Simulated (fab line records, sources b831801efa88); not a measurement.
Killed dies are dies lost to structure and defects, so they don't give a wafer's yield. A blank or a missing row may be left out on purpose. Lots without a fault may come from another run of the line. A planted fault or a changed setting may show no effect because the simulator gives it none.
Problem report in the 8D (eight disciplines) form, filled by code | flow gf180mcu | the parts of the form that need people (team, actions taken, sign-off) are left out

1. THE PROBLEM
SALICIDE_TIN_RS at GF_SALICIDE_RS_MEAS_04 reads a mean of 21.4 ohm/sq on 3 wafers of 3 lots; wafers without a fault read 16.5 ohm/sq with a standard deviation of 0.41. That is +12 standard deviations from the usual mean.
The step: measures by four-point-probe.
First seen on wafer L442.2, day 20 15:37, on film_metro-01. The record holds 38 wafers of 13 lots with a number at this step. Rule for "out", or "out of limits": more than 4 standard deviations from the usual mean. The other wafers with a number count as sound.

2. WHAT IT IS AND WHAT IT IS NOT
question                    | is                           | is not
which readings at this step | SALICIDE_TIN_RS              | -
which lots                  | L442, L443, L444             | L427, L428, L429, L430, L431, L433, L434, L436, L448, L449
which wafers of those lots  | L442.2, L443.2, L444.2       | L442.6, L443.1, L443.5, L444.1, L444.5
read on which gauges        | film_metro-01, film_metro-03 | film_metro-04
when                        | from day 20 15:37            | up to then (25 sound wafers); but 10 sound wafers of L443, L444, L448, L449 came after

3. SUSPECTS, AND WHAT RULES EACH OUT
Counting: a tool at a process step up to the reading stays a suspect if it ran every lot that is out. Sound lots after the first of them don't rule it out here, since some wafers of a struck lot are sound.
- the gauge at GF_SALICIDE_RS_MEAS_04: ruled out. The wafers that are out were read on 2 gauges (film_metro-01, film_metro-03).
- pvd_sputter-03 at GF_SALICIDE_SPUTTER_02 (material Co, target thk 10 nm, time 20 s): kept. It ran every lot that is out, first L442 (day 20 15:33); its last sound lot up to then is L436 (day 18 13:06).
Left after counting: pvd_sputter-03 at GF_SALICIDE_SPUTTER_02.

4. THE CAUSE (what the simulator had put in)
Process parameter drift: pvd_sputter-03, from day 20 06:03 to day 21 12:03, at GF_SALICIDE_SPUTTER_02. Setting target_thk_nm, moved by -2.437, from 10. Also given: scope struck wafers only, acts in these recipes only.
Counting left only this tool.

5. THE CHAIN OF EFFECTS, in route order
Each row: a reading whose mean over the struck wafers that have a number lies more than 3 standard deviations from the usual. Only readings for which the record gives a usual standard deviation are gone through. hours: the time from each lot's start at the first step in this table that gives one to its start at this step, as a median over the lots. sigmas: the change in usual standard deviations.
hours | step                   | reading         | usual       | on struck wafers | change | sigmas
0     | GF_SALICIDE_RS_MEAS_04 | SALICIDE_TIN_RS | 16.5 ohm/sq | 21.4             | +4.9   | +12
Later measuring or inspecting steps at which every struck wafer that the step has a row for has a number for every such reading, and none has moved that far: GF_V1_BOW_MEAS_05.

6. WHAT WOULD HAVE CAUGHT IT SOONER
In this record the first reading out of limits at a measuring or inspecting step was taken at day 20 15:37, 10 hours after the fault began at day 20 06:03.
Of the tool readings at GF_SALICIDE_SPUTTER_02 for which the record gives a usual standard deviation, none was out on any struck wafer, so an alarm limit of 4 standard deviations on them would not have fired.
Of the lots that are out (3), L443, L444 began GF_SALICIDE_SPUTTER_02 on pvd_sputter-03 after day 20 15:37. A hold on the tool at that time would have spared those 2.
